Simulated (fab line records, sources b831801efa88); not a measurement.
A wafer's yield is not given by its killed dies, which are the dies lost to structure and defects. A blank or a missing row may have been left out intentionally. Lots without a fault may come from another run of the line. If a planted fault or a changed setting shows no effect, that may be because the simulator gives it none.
fab line records + flow sky130 + part 2 of 2: steps 24 to 33 of 33
[record]
- lots = 5
- wafers = 15
- last_day = 50
route steps=708 shown SONOS_ONO@169 GATE_OXIDE@187
lots that met no fault: taken from a fault-free run of the same line
start_h: the number of hours between the record's first day and the start of the first shown wafer of the lot + wait_h: time in hours since the lot's previous step + " unchanged from the row above + L1.1+2: a single row standing in for several wafers + - value missing, or start not given + * or withheld: withheld + < > ~ a bound
route shown NAME@n: names a module that has steps shown in the file, with the first one's number in the route + usual: mean/standard deviation of fault-free wafers + same: alike in all rows + chamber/n: place in a boat + sites: readings site by site + _std_site: the values' standard deviation + _edge_site: mean of outer sites minus mean of inner sites + radius_mm: how far each site lies from the wafer's centre + mask NAME#n: copy n + behind: the most recent tool/chamber to have shaped the wafer + hold: what put the lot on hold/how long, in hours/how the hold closed + device: which transistor (n, p or np) failed to switch + end of line: tests of these same wafers at the route's end + a step without rows: its recipe alone + killed: dies lost to structure and defects at the first sort, not the wafer's yield + map: shows each die of a wafer: x if killed, . if not, _ if none is there
set.NAME: the setting that was run; set.NAME@STEP: the one run at that earlier step + model.NAME: the simulator's own value behind a step, which no gauge read
lots at some steps of the route; a table a step, a row a wafer
services: a tool's chamber out of use, with start hour (start_h, from the record's first day; less than 0 if before it), hours out, and reason
[[steps]]
[step SKY_GATE_OXIDE_COAT_05]
[recipe]
- resist = NOVOLAK
- spin_rpm = 3000
- resist_thk_nm = 1140
[usual]
- resist_line_temp_C = 22.99/0.1
| lot.wafer | tool           | chamber | start_h | wait_h | resist_line_temp_C |
|-----------|----------------|---------|---------|--------|--------------------|
| L076.1    | litho_track-01 | 0       | 313.93  | 0.1    | 22.81              |
| L076.3    | "              | 0       | "       | "      | 23.05              |
| L076.4    | "              | 0       | "       | "      | 22.85              |
| L079.1    | litho_track-02 | 0       | 333.73  | 0.1    | 22.96              |
| L079.3    | "              | 0       | "       | "      | 23.15              |
| L079.6    | "              | 0       | "       | "      | 23.00              |
| L083.1    | litho_track-02 | 0       | 365.63  | 0.1    | 23.20              |
| L083.4    | "              | 0       | "       | "      | 23.21              |
| L083.6    | "              | 0       | "       | "      | 23.22              |
| L089.3    | litho_track-02 | 0       | 425.73  | 0.1    | 23.06              |
| L089.5    | "              | 0       | "       | "      | 23.00              |
| L089.6    | "              | 0       | "       | "      | 23.10              |
| L096.2    | litho_track-03 | 0       | 476.49  | 0.1    | 22.81              |
| L096.5    | "              | 0       | "       | "      | 22.92              |
| L096.6    | "              | 0       | "       | "      | 22.87              |
[step SKY_GATE_OXIDE_SOFTBAKE_06]
[recipe]
- temp_c = 90
- time_s = 60
- resist = NOVOLAK
[usual]
- resist_line_temp_C = 22.98/0.12
| lot.wafer | tool           | chamber | start_h | wait_h | resist_line_temp_C |
|-----------|----------------|---------|---------|--------|--------------------|
| L076.1    | litho_track-01 | 0       | 314.08  | 0.1    | 23.18              |
| L076.3    | "              | 0       | "       | "      | 23.16              |
| L076.4    | "              | 0       | "       | "      | 23.29              |
| L079.1    | litho_track-02 | 0       | 333.88  | 0.1    | 23.00              |
| L079.3    | "              | 0       | "       | "      | 22.96              |
| L079.6    | "              | 0       | "       | "      | 22.99              |
| L083.1    | litho_track-02 | 0       | 365.78  | 0.1    | 22.96              |
| L083.4    | "              | 0       | "       | "      | 23.02              |
| L083.6    | "              | 0       | "       | "      | 22.97              |
| L089.3    | litho_track-02 | 0       | 425.88  | 0.1    | 23.00              |
| L089.5    | "              | 0       | "       | "      | 23.08              |
| L089.6    | "              | 0       | "       | "      | 22.88              |
| L096.2    | litho_track-03 | 0       | 476.64  | 0.1    | 22.93              |
| L096.5    | "              | 0       | "       | "      | 23.13              |
| L096.6    | "              | 0       | "       | "      | 23.06              |
[step SKY_GATE_OXIDE_EXPOSE_07]
[recipe]
- mask_id = LVOM
- na = 0.6
- source_shape = conventional
- sigma_outer = 0.6
- polarization = unpolarized
- target_cd_nm = 600
- dose_mj = 170
[usual]
- stage_vel_mm_s = 500.04/0.24
[same]
- na = 0.6
| lot.wafer | tool             | chamber | start_h | wait_h | mask   | stage_vel_mm_s |
|-----------|------------------|---------|---------|--------|--------|----------------|
| L076.1    | iline_stepper-02 | 0       | -       | -      | LVOM#0 | 499.72         |
| L076.3    | "                | 0       | "       | "      | LVOM#0 | 500.07         |
| L076.4    | "                | 0       | "       | "      | LVOM#0 | 499.47         |
| L079.1    | iline_stepper-02 | 0       | -       | -      | LVOM#0 | 499.90         |
| L079.3    | "                | 0       | "       | "      | LVOM#0 | 500.35         |
| L079.6    | "                | 0       | "       | "      | LVOM#0 | 500.09         |
| L083.1    | iline_stepper-01 | 0       | -       | -      | LVOM#0 | 499.59         |
| L083.4    | "                | 0       | "       | "      | LVOM#0 | 500.18         |
| L083.6    | "                | 0       | "       | "      | LVOM#0 | 499.86         |
| L089.3    | iline_stepper-01 | 0       | -       | -      | LVOM#0 | 499.74         |
| L089.5    | "                | 0       | "       | "      | LVOM#0 | 499.64         |
| L089.6    | "                | 0       | "       | "      | LVOM#0 | 500.46         |
| L096.2    | iline_stepper-01 | 0       | -       | -      | LVOM#0 | 500.07         |
| L096.5    | "                | 0       | "       | "      | LVOM#0 | 500.51         |
| L096.6    | "                | 0       | "       | "      | LVOM#0 | 499.76         |
[step SKY_GATE_OXIDE_PEB_08]
[recipe]
- temp_c = withheld
- time_s = *
- resist = NOVOLAK
[usual]
- resist_line_temp_C = *
| lot.wafer | tool           | chamber | start_h | wait_h | resist_line_temp_C |
|-----------|----------------|---------|---------|--------|--------------------|
| L076.1    | litho_track-03 | 0       | -       | -      | *                  |
| L076.3    | "              | 0       | "       | "      | *                  |
| L076.4    | "              | 0       | "       | "      | *                  |
| L079.1    | litho_track-03 | 0       | -       | -      | *                  |
| L079.3    | "              | 0       | "       | "      | *                  |
| L079.6    | "              | 0       | "       | "      | *                  |
| L083.1    | litho_track-01 | 0       | -       | -      | *                  |
| L083.4    | "              | 0       | "       | "      | *                  |
| L083.6    | "              | 0       | "       | "      | *                  |
| L089.3    | litho_track-01 | 0       | -       | -      | *                  |
| L089.5    | "              | 0       | "       | "      | *                  |
| L089.6    | "              | 0       | "       | "      | *                  |
| L096.2    | litho_track-01 | 0       | -       | -      | *                  |
| L096.5    | "              | 0       | "       | "      | *                  |
| L096.6    | "              | 0       | "       | "      | *                  |
[step SKY_GATE_OXIDE_DEVELOP_09]
[recipe]
- resist = NOVOLAK
- developer = TMAH
- develop_time_s = 60
- dev_temp_c = 23
[usual]
- resist_line_temp_C = 23.02/0.11
[same]
- develop_time_s = 60
| lot.wafer | tool           | chamber | start_h | wait_h | resist_line_temp_C |
|-----------|----------------|---------|---------|--------|--------------------|
| L076.1    | litho_track-03 | 0       | 326.82  | 0.1    | 23.24              |
| L076.3    | "              | 0       | "       | "      | 23.05              |
| L076.4    | "              | 0       | "       | "      | 23.24              |
| L079.1    | litho_track-03 | 0       | 347.52  | 0.1    | 23.09              |
| L079.3    | "              | 0       | "       | "      | 23.07              |
| L079.6    | "              | 0       | "       | "      | 23.10              |
| L083.1    | litho_track-01 | 0       | 379.68  | 0.1    | 22.90              |
| L083.4    | "              | 0       | "       | "      | 22.70              |
| L083.6    | "              | 0       | "       | "      | 22.92              |
| L089.3    | litho_track-01 | 0       | 440.43  | 0.1    | 23.15              |
| L089.5    | "              | 0       | "       | "      | 23.06              |
| L089.6    | "              | 0       | "       | "      | 23.10              |
| L096.2    | litho_track-01 | 0       | 491.95  | 0.1    | 23.09              |
| L096.5    | "              | 0       | "       | "      | 22.86              |
| L096.6    | "              | 0       | "       | "      | 22.88              |
[step SKY_GATE_OXIDE_OVL_MEAS_10]
[usual]
- GATE_OXIDE_OVL = 0.3/1.3
| lot.wafer | tool       | chamber | start_h | wait_h | GATE_OXIDE_OVL[nm] |
|-----------|------------|---------|---------|--------|--------------------|
| L076.1    | overlay-01 | -       | 326.97  | 0.1    | 0.8                |
| L076.3    | "          | -       | "       | "      | 0.6                |
| L076.4    | "          | -       | "       | "      | -0.7               |
| L079.1    | overlay-02 | -       | 347.67  | 0.1    | 0.7                |
| L079.3    | "          | -       | "       | "      | 0.0                |
| L079.6    | "          | -       | "       | "      | 0.2                |
| L083.1    | overlay-02 | -       | 379.83  | 0.1    | -0.7               |
| L083.4    | "          | -       | "       | "      | 0.4                |
| L083.6    | "          | -       | "       | "      | -2.2               |
| L089.3    | overlay-01 | -       | 440.54  | 0.1    | 0.9                |
| L089.5    | "          | -       | "       | "      | -0.4               |
| L089.6    | "          | -       | "       | "      | -2.6               |
| L096.2    | overlay-02 | -       | 492.08  | 0.1    | -0.7               |
| L096.5    | "          | -       | "       | "      | -0.6               |
| L096.6    | "          | -       | "       | "      | 0.7                |
[step SKY_GATE_OXIDE_IMPLANT_11]
[recipe]
- species = B
- energy_kev = 10
- dose_cm2 = 2.6e+12
- tilt_deg = withheld
| lot.wafer  | tool         | chamber | start_h | wait_h |
|------------|--------------|---------|---------|--------|
| L076.1+3+4 | implanter-04 | 0       | 327.00  | 0.0    |
| L079.1+3+6 | implanter-04 | 0       | 347.70  | 0.0    |
| L083.1+4+6 | implanter-04 | 0       | 379.86  | 0.0    |
| L089.3+5+6 | implanter-02 | 0       | 440.61  | 0.1    |
| L096.2+5+6 | implanter-02 | 0       | 492.14  | 0.0    |
[step SKY_GATE_OXIDE_WET_ETCH_12]
[recipe]
- chemistry = dHF
- target_depth_nm = 16.8
- dry = n2_spin
- target = SiO2
- dilution = 100:1
- temp_c = 25
- time_s = 336
[usual]
- bath_heat_duty_pct = 6.6/0.88
| lot.wafer | tool         | chamber | start_h | wait_h | bath_heat_duty_pct |
|-----------|--------------|---------|---------|--------|--------------------|
| L076.1    | wet_bench-01 | 2       | 327.15  | 0.1    | 7.2                |
| L076.3    | "            | 2       | "       | "      | 6.9                |
| L076.4    | "            | 2       | "       | "      | 7.3                |
| L079.1    | wet_bench-04 | 0       | 347.85  | 0.1    | 5.5                |
| L079.3    | "            | 0       | "       | "      | 6.2                |
| L079.6    | "            | 0       | "       | "      | 6.3                |
| L083.1    | wet_bench-03 | 0       | 380.01  | 0.1    | 5.3                |
| L083.4    | "            | 0       | "       | "      | 5.4                |
| L083.6    | "            | 0       | "       | "      | 5.9                |
| L089.3    | wet_bench-03 | 3       | 440.71  | 0.1    | 6.2                |
| L089.5    | "            | 3       | "       | "      | 6.6                |
| L089.6    | "            | 3       | "       | "      | 7.6                |
| L096.2    | wet_bench-01 | 0       | 492.26  | 0.1    | 5.5                |
| L096.5    | "            | 0       | "       | "      | 7.0                |
| L096.6    | "            | 0       | "       | "      | 6.2                |
[step SKY_GATE_OXIDE_STRIP_13]
[recipe]
- chemistry = O2/N2
- power_w = 1400
- pressure_mtorr = 1500
- platen_temp_c = withheld
- o2_flow_sccm = 3000
- n2_flow_sccm = 300
- overash_fraction = 0.5
[usual]
- drypump_motor_current_A = 5.7/0.39
- oes_product_au = 0.715/0.0042
- strip_time_to_endpoint_s = 14.18/0.042
| lot.wafer | tool            | chamber | start_h | wait_h | drypump_motor_current_A | oes_product_au | rf_hours_counter_h | strip_time_to_endpoint_s |
|-----------|-----------------|---------|---------|--------|-------------------------|----------------|--------------------|--------------------------|
| L076.1    | plasma_asher-03 | 0       | 327.25  | 0.0    | 5.8                     | 0.715          | 52                 | 14.23                    |
| L076.3    | "               | 0       | "       | "      | 5.8                     | 0.720          | -                  | 14.14                    |
| L076.4    | "               | 1       | "       | "      | 5.3                     | 0.718          | -                  | 14.16                    |
| L079.1    | plasma_asher-02 | 1       | 347.95  | 0.0    | 5.2                     | 0.712          | 68                 | 14.13                    |
| L079.3    | "               | 0       | "       | "      | 6.2                     | 0.713          | -                  | 14.18                    |
| L079.6    | "               | 1       | "       | "      | 5.2                     | 0.713          | -                  | 14.15                    |
| L083.1    | plasma_asher-01 | 0       | 380.12  | 0.0    | 6.2                     | 0.710          | 23                 | 14.22                    |
| L083.4    | "               | 1       | "       | "      | 5.5                     | 0.721          | -                  | 14.17                    |
| L083.6    | "               | 0       | "       | "      | 6.2                     | 0.712          | -                  | 14.20                    |
| L089.3    | plasma_asher-01 | 0       | 440.86  | 0.0    | 6.2                     | 0.717          | -                  | 14.20                    |
| L089.5    | "               | 0       | "       | "      | 6.2                     | 0.718          | -                  | 14.19                    |
| L089.6    | "               | 1       | "       | "      | 5.4                     | 0.711          | -                  | 14.15                    |
| L096.2    | plasma_asher-03 | 0       | 492.37  | 0.0    | 5.8                     | 0.709          | 70                 | 14.18                    |
| L096.5    | "               | 0       | "       | "      | 5.8                     | 0.719          | -                  | 14.20                    |
| L096.6    | "               | 1       | "       | "      | 5.3                     | 0.715          | -                  | 14.21                    |
[step SKY_GATE_OXIDE_TW_MEAS_14]
[usual]
- GATE_OXIDE_TW = 226.0/1.7
| lot.wafer | tool          | chamber | start_h | wait_h | GATE_OXIDE_TW |
|-----------|---------------|---------|---------|--------|---------------|
| L076.1    | film_metro-03 | -       | 327.35  | 0.1    | 226.1         |
| L076.3    | "             | -       | "       | "      | 224.4         |
| L076.4    | "             | -       | "       | "      | 225.1         |
| L079.1    | film_metro-03 | -       | 348.05  | 0.1    | 223.7         |
| L079.3    | "             | -       | "       | "      | 223.3         |
| L079.6    | "             | -       | "       | "      | 224.3         |
| L083.1    | film_metro-01 | -       | 380.22  | 0.1    | 227.8         |
| L083.4    | "             | -       | "       | "      | 228.2         |
| L083.6    | "             | -       | "       | "      | 226.8         |
| L089.3    | film_metro-03 | -       | 440.95  | 0.1    | 224.6         |
| L089.5    | "             | -       | "       | "      | 223.9         |
| L089.6    | "             | -       | "       | "      | 223.1         |
| L096.2    | film_metro-03 | -       | 492.48  | 0.1    | 226.4         |
| L096.5    | "             | -       | "       | "      | 227.1         |
| L096.6    | "             | -       | "       | "      | 225.8         |
[[services]]
| tool             | chamber | start_h | hours | kind   |
|------------------|---------|---------|-------|--------|
| implanter-04     | -       | 255.73  | 6.2   | pm     |
| furnace-02       | -       | 255.85  | 3.5   | pm     |
| iline_stepper-02 | -       | 264.63  | 1.7   | pm     |
| furnace-02       | -       | 272.76  | 2.1   | repair |
| implanter-04     | -       | 273.10  | 14.4  | pm     |
| wet_bench-01     | -       | 287.26  | 1.6   | repair |
| lpcvd-02         | -       | 319.75  | 1.4   | repair |
| implanter-04     | -       | 322.97  | 2.2   | repair |
| implanter-04     | -       | 331.06  | 3.2   | repair |
| furnace-02       | -       | 341.37  | 2.3   | repair |
| iline_stepper-02 | -       | 348.24  | 3.3   | repair |
| implanter-04     | -       | 354.19  | 0.6   | repair |
| furnace-02       | -       | 356.59  | 2.6   | pm     |
| iline_stepper-01 | -       | 383.92  | 0.8   | pm     |
| implanter-04     | -       | 411.85  | 1.8   | repair |
| wet_bench-01     | -       | 413.06  | 0.6   | repair |
| lpcvd-02         | -       | 417.25  | 6.0   | pm     |
| plasma_asher-02  | -       | 421.25  | 9.0   | pm     |
| plasma_asher-02  | -       | 436.00  | 8.8   | repair |
| iline_stepper-01 | -       | 437.56  | 1.7   | pm     |
| implanter-04     | -       | 438.89  | 1.1   | repair |
| plasma_asher-02  | -       | 450.15  | 1.2   | repair |
| plasma_asher-01  | -       | 456.44  | 28.1  | pm     |
| iline_stepper-02 | -       | 482.81  | 1.7   | pm     |
